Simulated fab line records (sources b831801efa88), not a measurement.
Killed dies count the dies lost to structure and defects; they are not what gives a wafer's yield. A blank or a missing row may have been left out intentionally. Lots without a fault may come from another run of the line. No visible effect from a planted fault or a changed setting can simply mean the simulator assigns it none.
fab line records    flow gf180mcu    part 1 of 2: steps 1 to 30 of 42
record lots=5  wafers=15  last-day=33
route steps=602 shown HV_LDD@212 NSD@235 PSD@248
lots with no fault: from the same line, run without faults
start-h: the number of hours between the record's first day and the start of the first shown wafer of the lot    wait-h: hours from the lot's prior step to this one    " the same as in the row above    L1.1+2: a single row standing in for several wafers    - value missing, or start not given    * or withheld: withheld    < > ~ a bound
route shown NAME@n: names a module that has steps shown in the file, with the first one's number in the route    usual: mean/standard deviation of fault-free wafers    same: alike in all rows    chamber/n: place in a boat    sites: readings site by site    _std_site: standard deviation of those values    _edge_site: mean of outer sites minus mean of inner sites    radius-mm: for every site, how far away it sits from the centre of the wafer    mask NAME#n: copy n    behind: the last tool/chamber to shape the wafer    hold: reason for holding the lot/hours on hold/outcome of the hold    device: whichever transistor did not switch (one of n, p or np)    end of line: the route-end tests of the same wafers    a step with no rows: only its recipe    killed: at the first sort, the dies lost to defects and structure; wafer yield is something else    map: a wafer's dies, x killed, . not, _ none there
set.NAME: the setting the step ran with; set.NAME@STEP: the setting that earlier step ran with    model.NAME: the simulator's own value behind a step, which no gauge read
lots at some steps of the route; a table a step, a row a wafer
services: a tool's chamber out of use, with start hour (start-h, from the record's first day; less than 0 if before it), hours out, and reason
## steps
# step GF_HV_LDD_IMPLANT_36
# recipe species=P  energy-kev=60  dose-cm2=7.5e+12  tilt-deg=30  rotation-deg=270
# usual beam-energy-keV=60.003/0.018
# same implant-ion-amu=31
lot.wafer  tool          chamber  start-h  wait-h  beam-energy-keV
L075.1     implanter-03  0        262.04   0.1     60.011
L075.5     "             0        "        "       60.003
L075.6     "             0        "        "       59.999
L077.3     implanter-04  0        275.92   0.1     59.985
L077.4     "             0        "        "       60.024
L077.6     "             0        "        "       60.037
L079.3     implanter-03  0        292.44   0.1     59.988
L079.4     "             0        "        "       60.006
L079.6     "             0        "        "       59.992
L083.2     implanter-02  0        326.79   0.1     60.016
L083.4     "             0        "        "       59.993
L083.6     "             0        "        "       59.990
L090.1     implanter-03  0        379.49   0.1     59.989
L090.5     "             0        "        "       59.987
L090.6     "             0        "        "       59.992
# step GF_HV_LDD_STRIP_37
# recipe chemistry=O2/N2  power-w=1400  pressure-mtorr=1500  platen-temp-c=250  o2-flow-sccm=3000  n2-flow-sccm=300  overash-fraction=0.5
# usual drypump-motor-current-A=5.5/0.34  heater-power-w=318/27  oes-product-au=0.716/0.0049  strip-time-to-endpoint-s=12.62/0.041
lot.wafer  tool             chamber  start-h  wait-h  drypump-motor-current-A  heater-power-w  oes-product-au  rf-hours-counter-h  strip-time-to-endpoint-s
L075.1     plasma-asher-03  1        262.19   0.1     5.1                      309             0.714           45                  12.70
L075.5     "                1        "        "       5.1                      312             0.716           -                   12.72
L075.6     "                0        "        "       5.2                      338             0.721           -                   12.64
L077.3     plasma-asher-03  1        276.05   0.1     5.1                      309             0.715           -                   12.65
L077.4     "                0        "        "       5.2                      337             0.709           -                   12.59
L077.6     "                0        "        "       5.3                      338             0.714           -                   12.64
L079.3     plasma-asher-03  0        292.58   0.1     5.2                      331             0.718           -                   12.53
L079.4     "                1        "        "       5.1                      304             0.719           -                   12.52
L079.6     "                0        "        "       5.2                      334             0.718           -                   12.54
L083.2     plasma-asher-04  1        326.91   0.1     5.3                      276             0.717           69                  12.61
L083.4     "                0        "        "       5.7                      314             0.719           -                   12.64
L083.6     "                0        "        "       5.7                      313             0.719           -                   12.62
L090.1     plasma-asher-04  0        379.64   0.1     5.7                      309             0.720           75                  12.64
L090.5     "                1        "        "       5.3                      276             0.714           -                   12.60
L090.6     "                0        "        "       5.7                      304             0.716           -                   12.62
# step GF_HV_LDD_TW_MEAS_38
# usual HV_LDD_3_TW=1442/21
lot.wafer  tool           chamber  start-h  wait-h  HV_LDD_3_TW
L075.1     film-metro-01  -        262.36   0.1     1439
L075.5     "              -        "        "       1429
L075.6     "              -        "        "       1437
L077.3     film-metro-03  -        276.14   0.1     1465
L077.4     "              -        "        "       1467
L077.6     "              -        "        "       1467
L079.3     film-metro-01  -        292.66   0.1     1426
L079.4     "              -        "        "       1432
L079.6     "              -        "        "       1433
L083.2     film-metro-03  -        327.08   0.1     1453
L083.4     "              -        "        "       1450
L083.6     "              -        "        "       1457
L090.1     film-metro-03  -        379.74   0.1     1456
L090.5     "              -        "        "       1468
L090.6     "              -        "        "       1468
# step GF_HV_LDD_DEHYDRATE_39
# recipe temp-c=200  time-s=60
lot.wafer   tool            chamber  start-h  wait-h
L075.1+5+6  litho-track-03  0        271.66   9.3
L077.3+4+6  litho-track-04  0        285.54   9.4
L079.3+4+6  litho-track-04  0        301.99   9.3
L083.2+4+6  litho-track-03  0        336.88   9.8
L090.1+5+6  litho-track-03  0        390.51   10.8
# step GF_HV_LDD_HMDS_40
# recipe prime-time-s=60  prime-temp-c=120
lot.wafer   tool            chamber  start-h  wait-h
L075.1+5+6  litho-track-03  0        271.81   0.1
L077.3+4+6  litho-track-04  0        285.69   0.1
L079.3+4+6  litho-track-04  0        302.14   0.1
L083.2+4+6  litho-track-03  0        337.03   0.1
L090.1+5+6  litho-track-03  0        390.66   0.1
# step GF_HV_LDD_COAT_41
# recipe resist=NOVOLAK  spin-rpm=3000  resist-thk-nm=1000
# usual dispense-pressure-kPa=53.6/1.4
lot.wafer  tool            chamber  start-h  wait-h  dispense-pressure-kPa
L075.1     litho-track-03  0        271.96   0.1     54.3
L075.5     "               0        "        "       54.3
L075.6     "               0        "        "       54.3
L077.3     litho-track-04  0        285.84   0.1     50.0
L077.4     "               0        "        "       50.0
L077.6     "               0        "        "       49.9
L079.3     litho-track-04  0        302.29   0.1     50.0
L079.4     "               0        "        "       49.9
L079.6     "               0        "        "       50.0
L083.2     litho-track-03  0        337.18   0.1     54.3
L083.4     "               0        "        "       54.3
L083.6     "               0        "        "       54.4
L090.1     litho-track-03  0        390.81   0.1     54.4
L090.5     "               0        "        "       54.3
L090.6     "               0        "        "       54.4
# step GF_HV_LDD_SOFTBAKE_42
# recipe temp-c=90  time-s=60  resist=NOVOLAK
lot.wafer   tool            chamber  start-h  wait-h
L075.1+5+6  litho-track-03  0        272.11   0.1
L077.3+4+6  litho-track-04  0        285.99   0.1
L079.3+4+6  litho-track-04  0        302.44   0.1
L083.2+4+6  litho-track-03  0        337.33   0.1
L090.1+5+6  litho-track-03  0        390.96   0.1
# step GF_HV_LDD_EXPOSE_43
# recipe mask-id=Pplus_HV_AREA  target-cd-nm=400  na=0.6  source-shape=conventional  sigma-outer=0.6  dose-mj=140
# same na=0.6
lot.wafer   tool              chamber  start-h  wait-h  mask
L075.1+5+6  iline-stepper-01  0        -        -       Pplus_HV_AREA#0
L077.3+4+6  iline-stepper-01  0        -        -       Pplus_HV_AREA#0
L079.3+4+6  iline-stepper-01  0        -        -       Pplus_HV_AREA#0
L083.2+4+6  iline-stepper-01  0        -        -       Pplus_HV_AREA#0
L090.1+5+6  iline-stepper-02  0        -        -       Pplus_HV_AREA#0
# step GF_HV_LDD_PEB_44
# recipe temp-c=withheld  time-s=*  resist=NOVOLAK
lot.wafer   tool            chamber  start-h  wait-h
L075.1+5+6  litho-track-04  0        -        -
L077.3+4+6  litho-track-03  0        -        -
L079.3+4+6  litho-track-04  0        -        -
L083.2+4+6  litho-track-03  0        -        -
L090.1+5+6  litho-track-03  0        -        -
# step GF_HV_LDD_DEVELOP_45
# recipe develop-time-s=60  dev-temp-c=23
lot.wafer   tool            chamber  start-h  wait-h
L075.1+5+6  litho-track-04  0        281.84   0.1
L077.3+4+6  litho-track-03  0        296.01   0.1
L079.3+4+6  litho-track-04  0        311.94   0.1
L083.2+4+6  litho-track-03  0        347.68   0.1
L090.1+5+6  litho-track-03  0        402.56   0.1
# step GF_HV_LDD_CD_MEAS_46
# recipe target-cd-nm=400
# usual cd-nm=400.5/2.4
lot.wafer  tool       chamber  start-h  wait-h  cd-nm
L075.1     cd-sem-02  -        281.99   0.1     399.5
L075.5     "          -        "        "       400.7
L075.6     "          -        "        "       401.2
L077.3     cd-sem-02  -        296.17   0.1     399.8
L077.4     "          -        "        "       401.7
L077.6     "          -        "        "       402.6
L079.3     cd-sem-01  -        312.08   0.1     398.3
L079.4     "          -        "        "       400.6
L079.6     "          -        "        "       401.5
L083.2     cd-sem-01  -        347.83   0.1     401.0
L083.4     "          -        "        "       402.8
L083.6     "          -        "        "       402.2
L090.1     cd-sem-02  -        402.71   0.1     402.4
L090.5     "          -        "        "       400.8
L090.6     "          -        "        "       402.0
# step GF_HV_LDD_OVL_MEAS_47
# usual HV_LDD_03_OVL=-1.2/1.9
lot.wafer  tool        chamber  start-h  wait-h  HV_LDD_03_OVL[nm]
L075.1     overlay-02  -        282.11   0.1     -1.9
L075.5     "           -        "        "       -3.0
L075.6     "           -        "        "       -3.4
L077.3     overlay-02  -        296.26   0.1     -2.0
L077.4     "           -        "        "       -1.7
L077.6     "           -        "        "       -2.2
L079.3     overlay-01  -        312.17   0.1     -3.2
L079.4     "           -        "        "       -1.6
L079.6     "           -        "        "       -0.2
L083.2     overlay-01  -        347.93   0.1     -2.3
L083.4     "           -        "        "       -0.9
L083.6     "           -        "        "       -2.3
L090.1     overlay-01  -        402.83   0.1     1.4
L090.5     "           -        "        "       1.9
L090.6     "           -        "        "       0.7
# step GF_HV_LDD_IMPLANT_48
# recipe species=B  energy-kev=25  dose-cm2=3e+13  tilt-deg=7
# usual beam-energy-keV=25.002/0.0073
# same implant-ion-amu=11
lot.wafer  tool          chamber  start-h  wait-h  beam-energy-keV
L075.1     implanter-04  0        282.14   0.0     24.998
L075.5     "             0        "        "       25.005
L075.6     "             0        "        "       25.009
L077.3     implanter-02  0        296.34   0.1     24.993
L077.4     "             0        "        "       24.993
L077.6     "             0        "        "       25.007
L079.3     implanter-03  0        312.24   0.1     24.997
L079.4     "             0        "        "       24.997
L079.6     "             0        "        "       24.995
L083.2     implanter-03  0        347.99   0.0     25.008
L083.4     "             0        "        "       24.992
L083.6     "             0        "        "       24.998
L090.1     implanter-02  0        402.86   0.0     25.009
L090.5     "             0        "        "       25.013
L090.6     "             0        "        "       25.002
# step GF_HV_LDD_STRIP_49
# recipe chemistry=O2/N2  power-w=1400  pressure-mtorr=1500  platen-temp-c=250  o2-flow-sccm=3000  n2-flow-sccm=300  overash-fraction=0.5
# usual drypump-motor-current-A=5.39/0.29  heater-power-w=315/23  oes-product-au=0.716/0.0041  strip-time-to-endpoint-s=12.618/0.03
lot.wafer  tool             chamber  start-h  wait-h  drypump-motor-current-A  heater-power-w  oes-product-au  rf-hours-counter-h  strip-time-to-endpoint-s
L075.1     plasma-asher-03  1        282.29   0.1     5.11                     297             0.717           47                  12.644
L075.5     "                0        "        "       5.24                     334             0.715           -                   12.605
L075.6     "                1        "        "       5.10                     299             0.714           -                   12.608
L077.3     plasma-asher-03  0        296.47   0.1     5.26                     333             0.713           -                   12.644
L077.4     "                1        "        "       5.10                     300             0.718           -                   12.593
L077.6     "                1        "        "       5.11                     305             0.717           -                   12.632
L079.3     plasma-asher-03  0        312.38   0.1     5.23                     338             0.714           -                   12.634
L079.4     "                1        "        "       5.09                     314             0.715           -                   12.627
L079.6     "                0        "        "       5.23                     333             0.713           -                   12.606
L083.2     plasma-asher-02  0        348.11   0.1     5.93                     324             0.714           23                  12.657
L083.4     "                1        "        "       6.00                     366             0.717           -                   12.592
L083.6     "                1        "        "       5.99                     370             0.723           -                   12.633
L090.1     plasma-asher-04  0        403.01   0.1     5.67                     311             0.715           77                  12.636
L090.5     "                1        "        "       5.30                     273             0.717           -                   12.641
L090.6     "                0        "        "       5.67                     317             0.723           -                   12.648
# step GF_HV_LDD_TW_MEAS_50
# usual HV_LDD_4_TW=569/8.7
lot.wafer  tool           chamber  start-h  wait-h  HV_LDD_4_TW
L075.1     film-metro-02  -        282.39   0.1     559
L075.5     "              -        "        "       559
L075.6     "              -        "        "       559
L077.3     film-metro-03  -        296.56   0.1     572
L077.4     "              -        "        "       577
L077.6     "              -        "        "       577
L079.3     film-metro-01  -        312.46   0.1     568
L079.4     "              -        "        "       571
L079.6     "              -        "        "       569
L083.2     film-metro-02  -        348.22   0.1     556
L083.4     "              -        "        "       555
L083.6     "              -        "        "       558
L090.1     film-metro-03  -        403.11   0.1     577
L090.5     "              -        "        "       580
L090.6     "              -        "        "       580
# step GF_HV_LDD_CLEAN_51
# recipe chemistry=SC1/SC2  mix=1:4:20  temp-c=70  time-s=150  dry=n2-spin
lot.wafer   tool          chamber  start-h  wait-h
L075.1+5+6  wet-bench-02  0        282.45   0.1
L077.3+4+6  wet-bench-04  3        296.60   0.0
L079.3+4+6  wet-bench-03  3        312.50   0.0
L083.2+4+6  wet-bench-04  3        348.27   0.0
L090.1+5+6  wet-bench-02  2        403.17   0.1
# step GF_HV_LDD_RTA_52
# recipe temp-c=1000  time-s=10  ambient=N2
# usual lamp-power-pct=33.1/2.2  wafer_temp_C_max=1005.5/1.2
lot.wafer  tool           chamber  start-h  wait-h  lamp-power-pct  wafer_temp_C_max
L075.1     rtp-anneal-01  0        282.51   0.0     35.3            1005.9
L075.5     "              0        "        "       35.3            1005.8
L075.6     "              0        "        "       35.3            1008.7
L077.3     rtp-anneal-02  0        296.67   0.0     30.8            1004.2
L077.4     "              0        "        "       30.9            1005.1
L077.6     "              0        "        "       30.8            1006.2
L079.3     rtp-anneal-01  0        312.63   0.0     35.3            1007.9
L079.4     "              0        "        "       35.2            1004.8
L079.6     "              0        "        "       35.3            1007.5
L083.2     rtp-anneal-02  0        348.34   0.0     30.9            1003.9
L083.4     "              0        "        "       30.9            1003.0
L083.6     "              0        "        "       30.9            1005.6
L090.1     rtp-anneal-02  0        403.23   0.0     30.9            1004.0
L090.5     "              0        "        "       30.9            1004.0
L090.6     "              0        "        "       30.9            1005.1
# step GF_HV_LDD_RS_MEAS_53
# recipe thk-meas-gauge=four-point-probe
# usual HV_LDD_RS=418.3/0.86
lot.wafer  tool           chamber  start-h  wait-h  HV_LDD_RS[ohm/sq]
L075.1     film-metro-01  -        282.58   0.1     418.6
L075.5     "              -        "        "       416.9
L075.6     "              -        "        "       418.2
L077.3     film-metro-01  -        296.75   0.1     417.2
L077.4     "              -        "        "       416.4
L077.6     "              -        "        "       417.1
L079.3     film-metro-02  -        312.71   0.1     420.1
L079.4     "              -        "        "       419.4
L079.6     "              -        "        "       418.3
L083.2     film-metro-03  -        348.42   0.1     418.7
L083.4     "              -        "        "       418.9
L083.6     "              -        "        "       418.7
L090.1     film-metro-02  -        403.29   0.1     419.1
L090.5     "              -        "        "       419.0
L090.6     "              -        "        "       419.1
# step GF_HV_LDD_CVD_54
# recipe material=SiO2  target-thk-nm=10  precursor=TEOS  temp-c=680  time-s=75  pressure-mtorr=400
# usual zone-power-top-pct=21.4/1.3
lot.wafer  tool      chamber  start-h  wait-h  zone-power-top-pct
L075.1     lpcvd-01  1        282.70   0.1     21.8
L075.5     "         1        "        "       21.4
L075.6     "         1        "        "       21.5
L077.3     lpcvd-02  0        296.83   0.1     18.8
L077.4     "         0        "        "       19.1
L077.6     "         0        "        "       18.9
L079.3     lpcvd-01  1        312.79   0.1     21.5
L079.4     "         1        "        "       21.9
L079.6     "         1        "        "       21.8
L083.2     lpcvd-01  1        348.52   0.1     21.8
L083.4     "         1        "        "       21.8
L083.6     "         1        "        "       21.6
L090.1     lpcvd-02  0        403.41   0.1     18.8
L090.5     "         0        "        "       18.7
L090.6     "         0        "        "       19.0
# step GF_HV_LDD_THK_MEAS_55
# recipe reads=SiO2_of_HV_LDD_CVD_54
# usual HV_LDD_CVD_54_THK=10.01/0.13
lot.wafer  tool           chamber  start-h  wait-h  HV_LDD_CVD_54_THK[nm]
L075.1     film-metro-01  -        283.72   0.0     10.20
L075.5     "              -        "        "       10.08
L075.6     "              -        "        "       10.15
L077.3     film-metro-02  -        297.87   0.0     10.01
L077.4     "              -        "        "       10.14
L077.6     "              -        "        "       9.99
L079.3     film-metro-01  -        313.83   0.0     10.09
L079.4     "              -        "        "       10.11
L079.6     "              -        "        "       10.17
L083.2     film-metro-01  -        349.55   0.0     10.10
L083.4     "              -        "        "       10.14
L083.6     "              -        "        "       10.10
L090.1     film-metro-03  -        404.43   0.0     10.20
L090.5     "              -        "        "       10.27
L090.6     "              -        "        "       10.17
# step GF_HV_LDD_CVD_56
# recipe material=Si3N4  precursor=DCS/NH3  target-thk-nm=90  temp-c=770  time-s=1543  pressure-mtorr=250
# usual zone-power-top-pct=25.2/1.7
lot.wafer  tool      chamber  start-h  wait-h  zone-power-top-pct
L075.1     lpcvd-02  1        283.99   0.3     27.4
L075.5     "         1        "        "       27.3
L075.6     "         1        "        "       27.0
L077.3     lpcvd-01  0        297.91   0.0     25.3
L077.4     "         0        "        "       25.5
L077.6     "         0        "        "       25.5
L079.3     lpcvd-02  1        313.87   0.0     27.0
L079.4     "         1        "        "       27.8
L079.6     "         1        "        "       27.4
L083.2     lpcvd-01  0        349.60   0.0     25.5
L083.4     "         0        "        "       25.0
L083.6     "         0        "        "       25.3
L090.1     lpcvd-01  0        404.49   0.1     25.3
L090.5     "         0        "        "       25.4
L090.6     "         0        "        "       25.2
# step GF_HV_LDD_THK_MEAS_57
# recipe reads=Si3N4_of_HV_LDD_CVD_56
# usual HV_LDD_CVD_56_THK=90.1/0.74
lot.wafer  tool           chamber  start-h  wait-h  HV_LDD_CVD_56_THK[nm]
L075.1     film-metro-03  -        285.42   0.0     90.2
L075.5     "              -        "        "       90.3
L075.6     "              -        "        "       90.0
L077.3     film-metro-03  -        299.36   0.0     90.1
L077.4     "              -        "        "       90.0
L077.6     "              -        "        "       90.2
L079.3     film-metro-03  -        316.03   0.0     90.1
L079.4     "              -        "        "       90.7
L079.6     "              -        "        "       90.6
L083.2     film-metro-02  -        351.04   0.0     89.5
L083.4     "              -        "        "       89.1
L083.6     "              -        "        "       89.6
L090.1     film-metro-01  -        405.92   0.0     91.2
L090.5     "              -        "        "       91.6
L090.6     "              -        "        "       90.7
# step GF_HV_LDD_ETCHBACK_58
# recipe chemistry=CH3F/O2  target=Si3N4  stop-on=SiO2  source-w=400  bias-w=80  pressure-mtorr=25  ch3f-flow-sccm=40  O2_flow_sccm=30  time-s=100  target-depth-a=900
# usual drypump-motor-current-A=5.9/0.38  oes-product-au=0.843/0.0061  throttle-valve-pct=10.562/0.0092
lot.wafer  tool         chamber  start-h  wait-h  drypump-motor-current-A  oes-product-au  rf-hours-counter-h  throttle-valve-pct
L075.1     rie-diel-01  3        285.48   0.1     6.2                      0.836           122                 10.554
L075.5     "            0        "        "       5.6                      0.838           -                   10.563
L075.6     "            3        "        "       6.2                      0.843           -                   10.566
L077.3     rie-diel-02  3        299.40   0.0     6.3                      0.842           13                  10.548
L077.4     "            2        "        "       6.6                      0.837           4                   10.564
L077.6     "            0        "        "       5.7                      0.840           -                   10.551
L079.3     rie-diel-01  1        316.07   0.0     5.8                      0.838           89                  10.583
L079.4     "            3        "        "       6.2                      0.838           122                 10.552
L079.6     "            2        "        "       5.9                      0.850           -                   10.557
L083.2     rie-diel-01  1        351.09   0.0     5.8                      0.839           89                  10.552
L083.4     "            0        "        "       5.6                      0.838           61                  10.556
L083.6     "            2        "        "       5.8                      0.839           -                   10.582
L090.1     rie-diel-01  2        405.98   0.1     5.9                      0.851           69                  10.565
L090.5     "            3        "        "       6.2                      0.857           -                   10.564
L090.6     "            2        "        "       5.9                      0.843           -                   10.560
# step GF_NSD_DEHYDRATE_00
# recipe temp-c=200  time-s=60
lot.wafer   tool            chamber  start-h  wait-h
L075.1+5+6  litho-track-01  0        295.10   9.6
L077.3+4+6  litho-track-01  0        308.75   9.3
L079.3+4+6  litho-track-02  0        325.96   9.8
L083.2+4+6  litho-track-01  0        361.53   10.4
L090.1+5+6  litho-track-01  0        417.10   11.1
# step GF_NSD_HMDS_01
# recipe prime-time-s=60  prime-temp-c=120
lot.wafer   tool            chamber  start-h  wait-h
L075.1+5+6  litho-track-01  0        295.25   0.1
L077.3+4+6  litho-track-01  0        308.90   0.1
L079.3+4+6  litho-track-02  0        326.11   0.1
L083.2+4+6  litho-track-01  0        361.68   0.1
L090.1+5+6  litho-track-01  0        417.25   0.1
# step GF_NSD_COAT_02
# recipe resist=NOVOLAK  spin-rpm=3000  resist-thk-nm=1000
# usual dispense-pressure-kPa=52.4/1.6
lot.wafer  tool            chamber  start-h  wait-h  dispense-pressure-kPa
L075.1     litho-track-01  0        295.40   0.1     53.2
L075.5     "               0        "        "       53.2
L075.6     "               0        "        "       53.2
L077.3     litho-track-01  0        309.05   0.1     53.2
L077.4     "               0        "        "       53.2
L077.6     "               0        "        "       53.2
L079.3     litho-track-02  0        326.26   0.1     53.8
L079.4     "               0        "        "       53.8
L079.6     "               0        "        "       53.8
L083.2     litho-track-01  0        361.83   0.1     53.2
L083.4     "               0        "        "       53.2
L083.6     "               0        "        "       53.3
L090.1     litho-track-01  0        417.40   0.1     53.3
L090.5     "               0        "        "       53.3
L090.6     "               0        "        "       53.2
# step GF_NSD_SOFTBAKE_03
# recipe temp-c=90  time-s=60  resist=NOVOLAK
lot.wafer   tool            chamber  start-h  wait-h
L075.1+5+6  litho-track-01  0        295.55   0.1
L077.3+4+6  litho-track-01  0        309.20   0.1
L079.3+4+6  litho-track-02  0        326.41   0.1
L083.2+4+6  litho-track-01  0        361.98   0.1
L090.1+5+6  litho-track-01  0        417.55   0.1
# step GF_NSD_EXPOSE_04
# recipe mask-id=Nplus  target-cd-nm=400  na=0.6  source-shape=conventional  sigma-outer=0.6  dose-mj=140
# same na=0.6
lot.wafer   tool              chamber  start-h  wait-h  mask
L075.1+5+6  iline-stepper-01  0        -        -       Nplus#0
L077.3+4+6  iline-stepper-02  0        -        -       Nplus#0
L079.3+4+6  iline-stepper-02  0        -        -       Nplus#0
L083.2+4+6  iline-stepper-01  0        -        -       Nplus#0
L090.1+5+6  iline-stepper-01  0        -        -       Nplus#0
# step GF_NSD_PEB_05
# recipe temp-c=withheld  time-s=*  resist=NOVOLAK
lot.wafer   tool            chamber  start-h  wait-h
L075.1+5+6  litho-track-02  0        -        -
L077.3+4+6  litho-track-02  0        -        -
L079.3+4+6  litho-track-01  0        -        -
L083.2+4+6  litho-track-04  0        -        -
L090.1+5+6  litho-track-02  0        -        -
# step GF_NSD_DEVELOP_06
# recipe develop-time-s=60  dev-temp-c=23
lot.wafer   tool            chamber  start-h  wait-h
L075.1+5+6  litho-track-02  0        305.36   0.1
L077.3+4+6  litho-track-02  0        319.61   0.1
L079.3+4+6  litho-track-01  0        336.50   0.1
L083.2+4+6  litho-track-04  0        372.96   0.1
L090.1+5+6  litho-track-02  0        429.61   0.1
